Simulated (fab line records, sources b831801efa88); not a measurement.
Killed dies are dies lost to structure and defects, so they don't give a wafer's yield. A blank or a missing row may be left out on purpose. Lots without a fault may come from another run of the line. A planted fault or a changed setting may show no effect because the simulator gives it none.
Which tool did it? | flow gf180mcu | 6 lots, 18 wafers sampled, at 2 steps of a route of 602

WHAT THE GAUGES READ, wafer by wafer
GF_VT_IMPLANT_TW_MEAS_43.
lot  | measured     | on            | VT_IMPLANT_4_TW
L252 | day 8 00:37  | film_metro-01 | 692 694 690
L255 | day 8 20:52  | film_metro-02 | 688 691 689
L259 | day 9 23:41  | film_metro-01 | 688 693 692
L262 | day 10 21:50 | film_metro-01 | 685 689 691
L266 | day 11 23:20 | film_metro-01 | 690 687 687
L272 | day 13 19:37 | film_metro-03 | 692 692 693

WHICH TOOL RAN EACH LOT (tool, then ch and the chambers of the sampled wafers, then the start)
lot  | GF_VT_IMPLANT_IMPLANT_41
L252 | implanter-03 ch 0, day 8 00:22
L255 | implanter-01 ch 0, day 8 20:39
L259 | implanter-03 ch 0, day 9 23:28
L262 | implanter-02 ch 0, day 10 21:36
L266 | implanter-03 ch 0, day 11 23:07
L272 | implanter-03 ch 0, day 13 19:22
- GF_VT_IMPLANT_IMPLANT_41

THE ANSWER, worked out from the rows above alone
Rule: what is usual is taken from the lots themselves. Put in order of their means at a reading, lots are off if they are a third of the lots or fewer, leave a main group of 4 or more, and stand apart from it by a gap of 3 or more times the standard deviation of the main group's means; of several such gaps the widest counts. A main group whose means are all the same, to the digits that the tables above print for the reading, isn't used. A lot without any number at a reading at which 4 lots or more have one is off too. The other lots that the step has rows for count as sound.
No lot is off at any reading shown: from this, nothing can be told.

WHAT THE SIMULATOR HAD PUT IN
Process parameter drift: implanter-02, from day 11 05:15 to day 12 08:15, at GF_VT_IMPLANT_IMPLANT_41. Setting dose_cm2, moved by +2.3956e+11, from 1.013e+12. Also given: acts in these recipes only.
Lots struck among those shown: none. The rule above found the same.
